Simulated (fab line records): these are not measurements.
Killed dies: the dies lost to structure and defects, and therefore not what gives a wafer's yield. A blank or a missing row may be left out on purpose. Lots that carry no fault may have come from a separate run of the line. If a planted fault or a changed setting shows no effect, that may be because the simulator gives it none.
Which tool did it?	flow gf180mcu	Sampling: 14 lots, 42 wafers, 4 of 602 route steps

WHAT EACH GAUGE READ, for each wafer
Not one reading of a measure or inspect step in the record can be checked against a usual standard deviation.

WHAT TOOL EACH LOT RAN ON (gives the tool, then ch and the chambers of the sampled wafers, and finally the start)
lot	GF_VT_IMPLANT_DEVELOP_28	GF_V2_ETCH_17	GF_M4_SPUTTER_03	GF_M5_ETCH_09
L495	lithoTrack-01 ch 0, day 7 05:20	rieDiel-03 ch 0,2, day 22 20:15 or earlier	pvdSputter-02, day 22 20:15	rieDiel-03 ch 0,3, day 26 15:02
L496	lithoTrack-02 ch 0, day 7 10:11	rieDiel-04 ch 0,2, day 23 05:12 or earlier	pvdSputter-01, day 23 05:12	rieDiel-02 ch 1,2,3, day 26 23:47
L497	lithoTrack-02 ch 0, day 7 16:13	rieDiel-04 ch 1,2, day 23 19:31 or earlier	pvdSputter-01, day 23 19:31	rieDiel-04 ch 0,2,3, day 27 11:43
L498	lithoTrack-01 ch 0, day 8 00:10	rieDiel-04 ch 1,2,3, day 24 05:41 or earlier	pvdSputter-02, day 24 05:41	rieDiel-04 ch 0,1,2, day 27 20:22
L500	lithoTrack-02 ch 0, day 8 14:37	rieDiel-01 ch 1,3, day 24 17:49 or earlier	pvdSputter-02, day 24 17:49	rieDiel-02 ch 1,3, day 28 08:07
L502	lithoTrack-02 ch 0, day 9 01:08	rieDiel-01 ch 0,1,3, day 25 05:38 or earlier	pvdSputter-04, day 25 05:38	rieDiel-02 ch 1,3, day 28 19:55
L503	lithoTrack-02 ch 0, day 9 07:29	rieDiel-03 ch 1,3, day 25 14:28 or earlier	pvdSputter-01, day 25 14:28	rieDiel-02 ch 2,3, day 29 02:25
L504	lithoTrack-02 ch 0, day 9 12:56	rieDiel-01 ch 0,3, day 25 21:27 or earlier	pvdSputter-02, day 25 21:27	rieDiel-03 ch 0,1,3, day 29 06:55
L505	lithoTrack-01 ch 0, day 9 19:43	rieDiel-01 ch 0,1,2, day 26 11:16 or earlier	pvdSputter-02, day 26 11:16	rieDiel-02 ch 0,3, day 29 20:50
L512	lithoTrack-04 ch 0, day 12 00:59	rieDiel-04 ch 1,2,3, day 28 19:29 or earlier	pvdSputter-04, day 28 19:29	rieDiel-03 ch 0,1,2, day 32 00:52
L513	lithoTrack-01 ch 0, day 12 02:11	rieDiel-04 ch 0,1,2, day 28 22:35 or earlier	pvdSputter-01, day 28 22:35	rieDiel-02 ch 1,2,3, day 32 03:10
L515	lithoTrack-01 ch 0, day 12 13:50	rieDiel-01 ch 0,3, day 29 04:14 or earlier	pvdSputter-04, day 29 04:14	rieDiel-02 ch 0,2,3, day 32 07:43
L516	lithoTrack-02 ch 0, day 12 22:10	rieDiel-04 ch 0,1,2, day 29 12:52 or earlier	pvdSputter-01, day 29 12:52	rieDiel-03 ch 0,1,2, day 32 15:04
L517	lithoTrack-04 ch 0, day 13 04:26	rieDiel-04 ch 0,1,3, day 29 20:18 or earlier	pvdSputter-02, day 29 20:18	rieDiel-04 ch 1,2,3, day 32 20:22
- GF_VT_IMPLANT_DEVELOP_28: develop time 60 s.
- GF_V2_ETCH_17: etches SiO2 in C4F8/O2/Ar, stops on TiN, target depth 630 nm.
- GF_M4_SPUTTER_03: material Ti, target thk 10 nm, time 6.7 s.
- GF_M5_ETCH_09: etches Si3N4 in CF4/O2, target depth 52 nm, time 11.6 s.

WHAT THE TOOLS THEMSELVES READ (means of the sampled wafers that have a number; where no wafer has one, the mark that the record gives instead)
GF_VT_IMPLANT_DEVELOP_28.
lot	tool	developerTempC (C)
L495	lithoTrack-01	23.00
L496	lithoTrack-02	23.18
L497	lithoTrack-02	22.84
L498	lithoTrack-01	23.04
L500	lithoTrack-02	23.00
L502	lithoTrack-02	22.98
L503	lithoTrack-02	22.00
L504	lithoTrack-02	22.13
L505	lithoTrack-01	22.93
L512	lithoTrack-04	22.88
L513	lithoTrack-01	23.09
L515	lithoTrack-01	23.02
L516	lithoTrack-02	22.90
L517	lithoTrack-04	23.11

GF_V2_ETCH_17.
lot	tool	oesProductAu (a.u.)
L495	rieDiel-03	0.854
L496	rieDiel-04	0.852
L497	rieDiel-04	0.849
L498	rieDiel-04	0.857
L500	rieDiel-01	0.859
L502	rieDiel-01	0.857
L503	rieDiel-03	0.851
L504	rieDiel-01	0.856
L505	rieDiel-01	0.856
L512	rieDiel-04	0.856
L513	rieDiel-04	0.861
L515	rieDiel-01	0.854
L516	rieDiel-04	0.852
L517	rieDiel-04	0.860

GF_M4_SPUTTER_03.
lot	tool	substrateTempC (C)	throttleValvePct (%)
L495	pvdSputter-02	299.91	29.5
L496	pvdSputter-01	300.00	30.0
L497	pvdSputter-01	299.82	30.3
L498	pvdSputter-02	300.25	30.0
L500	pvdSputter-02	300.05	29.8
L502	pvdSputter-04	299.93	30.4
L503	pvdSputter-01	299.84	30.4
L504	pvdSputter-02	300.11	29.9
L505	pvdSputter-02	300.04	29.9
L512	pvdSputter-04	299.99	30.0
L513	pvdSputter-01	300.02	29.8
L515	pvdSputter-04	300.13	30.8
L516	pvdSputter-01	299.95	29.9
L517	pvdSputter-02	300.00	29.0

GF_M5_ETCH_09.
lot	tool	drypumpMotorCurrentA (A)	oesProductAu (a.u.)	throttleValvePct (%)
L495	rieDiel-03	5.9	0.997	5.979
L496	rieDiel-02	5.5	0.996	5.957
L497	rieDiel-04	5.7	1.000	5.974
L498	rieDiel-04	5.9	0.989	5.966
L500	rieDiel-02	5.3	0.991	5.975
L502	rieDiel-02	5.6	0.992	5.959
L503	rieDiel-02	5.7	0.990	5.964
L504	rieDiel-03	5.9	1.000	5.971
L505	rieDiel-02	5.5	1.001	5.976
L512	rieDiel-03	6.2	0.992	5.975
L513	rieDiel-02	5.5	0.992	5.970
L515	rieDiel-02	5.7	0.991	5.965
L516	rieDiel-03	6.2	0.999	5.973
L517	rieDiel-04	5.8	0.997	5.967

THE ANSWER, worked out from the rows above alone
Rule: what is usual is taken from the lots themselves. The widest of any qualifying gaps counts: lots, ordered by their means at a reading, are off when they make up no more than a third of the lots, leave a main group of 4 or more, and stand apart from it by 3 or more times the standard deviation of that group's means. If all means in a main group match to the digits the tables above print for the reading, that group is not used. Also off: a lot with no number at a reading for which 4 or more lots have one. All remaining lots with rows at the step are treated as sound. First the gauges in route order, then the tools' own readings, where a lot's mean is used as printed above. At the first step where some lot is off, the reading lying furthest off is the one used; lots without a number count as furthest.
Off, at GF_VT_IMPLANT_DEVELOP_28 on developerTempC: L503, L504. The main group has a mean of 23.00 C with a standard deviation of 0.096.
If a tool, at that step or one of the process steps before it, ran each lot that is off and ran no sound lot following the first of them, it fits. Of those tried, none fits.

WHAT THE SIMULATOR HAD INSERTED
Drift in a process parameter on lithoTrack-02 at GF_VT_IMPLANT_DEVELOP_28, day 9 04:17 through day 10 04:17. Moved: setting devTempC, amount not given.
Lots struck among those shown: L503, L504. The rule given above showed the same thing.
